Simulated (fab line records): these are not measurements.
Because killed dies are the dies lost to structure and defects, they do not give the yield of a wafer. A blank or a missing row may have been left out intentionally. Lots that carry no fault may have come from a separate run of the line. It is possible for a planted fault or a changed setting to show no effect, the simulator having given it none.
Matching of chambers	flow sky130	rie-diel-02 running SKY_VIA1_ETCH_15: 4 sister chambers
The step etches SiO2 in C4F8/O2/Ar, stops on TiN, target depth 351 nm, time 54 s. 7 wafers are shown with their chamber, then 10 later ones without.

== WAFERS, EACH WITH ITS CHAMBER ==
wafer	chamber	bias-w (W)	oes-product-au (a.u.)
L077.1	2	1201	0.971
L077.5	1	1197	0.976
L084.1	2	1200	0.983
L084.3	0	1202	0.985
L084.5	3	1200	0.983
L087.1	3	1200	0.980
L087.2	0	1207	0.981

== WAFERS WITHOUT THEIR CHAMBER ==
wafer	bias-w (W)	oes-product-au (a.u.)
L087.4	1207	0.982
L089.3	1204	0.971
L089.4	1199	0.984
L089.5	1201	0.977
L092.2	1206	0.985
L092.5	1204	0.981
L092.6	1197	0.974
L093.2	1202	0.985
L093.3	1202	0.977
L093.5	1196	0.983

== WHICH CHAMBER EACH WENT THROUGH ==
wafer	from the rows above	in truth
L087.4	0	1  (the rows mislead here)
L089.3	can't be placed: 2 or 0 or 3 or 1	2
L089.4	can't be placed: 3 or 2 or 1 or 0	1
L089.5	can't be placed: 2 or 3 or 1 or 0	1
L092.2	0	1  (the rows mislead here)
L092.5	can't be placed: 0 or 2 or 3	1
L092.6	can't be placed: 1 or 2 or 3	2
L093.2	can't be placed: 3 or 0 or 2 or 1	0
L093.3	can't be placed: 2 or 3 or 0 or 1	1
L093.5	can't be placed: 1 or 3 or 2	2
Placed correctly: 0 of 10. From these rows, 8 cannot be placed; in 7 the true chamber is one of the candidates. Placed wrongly: 2.
How it was worked out, from the rows above alone: a wafer's distance from a chamber is the root of the sum, over the readings, of the square of ((its reading less the chamber's mean) divided by the reading's scatter). If the next closest chamber is less than 2 further off than the closest, the wafer can't be placed; otherwise it belongs to the closest. The mean given for a chamber averages the wafers shown for that chamber. The scatter: take each reading less its chamber's mean, square it, sum over the shown wafers, divide by the number of wafers less the number of chambers, and take the root.
